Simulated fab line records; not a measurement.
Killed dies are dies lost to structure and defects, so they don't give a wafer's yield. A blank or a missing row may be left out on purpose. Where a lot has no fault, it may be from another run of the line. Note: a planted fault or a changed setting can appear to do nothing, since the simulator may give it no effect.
Matching of chambers | flow gf180mcu | GF_V1_CMP_26 on cmp-02 has 4 sister chambers
The step polishes, stops on SiO2, t overpolish 15 s, target thk 0 nm. 8 wafers are shown with their chamber, then 9 later ones without.

== EACH WAFER AND ITS CHAMBER ==
wafer  | chamber | motor_current_A (A) | time_to_endpoint_s (s)
L941.1 | 3       | 10.5                | 84
L941.4 | 0       | 11.0                | 89
L942.3 | 1       | 9.8                 | 85
L942.5 | 3       | 10.8                | 81
L942.6 | 0       | 12.4                | 86
L945.4 | 2       | 10.2                | 85
L945.5 | 1       | 10.0                | 82
L945.6 | 2       | 10.2                | 87

== WAFERS WITHOUT THEIR CHAMBER ==
wafer  | motor_current_A (A) | time_to_endpoint_s (s)
L946.1 | 10.6                | 78
L946.2 | 9.9                 | 86
L946.5 | 10.2                | 83
L955.2 | 10.2                | 77
L955.4 | 10.1                | 79
L955.6 | 10.4                | 81
L956.1 | 9.8                 | 81
L956.2 | 11.4                | 86
L956.5 | 11.5                | 89

== WHICH CHAMBER EACH WENT THROUGH ==
wafer  | from the rows above          | in truth
L946.1 | can't be placed: 3 or 1 or 2 | 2
L946.2 | can't be placed: 2 or 1 or 3 | 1
L946.5 | can't be placed: 1 or 3 or 2 | 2
L955.2 | can't be placed: 3 or 1 or 2 | 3
L955.4 | can't be placed: 3 or 1 or 2 | 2
L955.6 | can't be placed: 3 or 1 or 2 | 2
L956.1 | can't be placed: 1 or 3 or 2 | 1
L956.2 | can't be placed: 0 or 3 or 2 | 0
L956.5 | 0                            | 0
Placed correctly: 1 of 9. Not placeable from these rows: 8 (in 8, the candidates include the true chamber). 0 placed wrongly.
How it was worked out, from the rows above alone: a wafer's distance from a chamber is the root of the sum, over the readings, of the square of ((its reading less the chamber's mean) divided by the reading's scatter). The wafer belongs to the nearest chamber; if the next one is less than 2 further off, it can't be placed. Each chamber's mean is taken over the wafers shown for it. The scatter: the root of (the sum of the squares of (reading less its chamber's mean) over the shown wafers, divided by (wafers less chambers)).
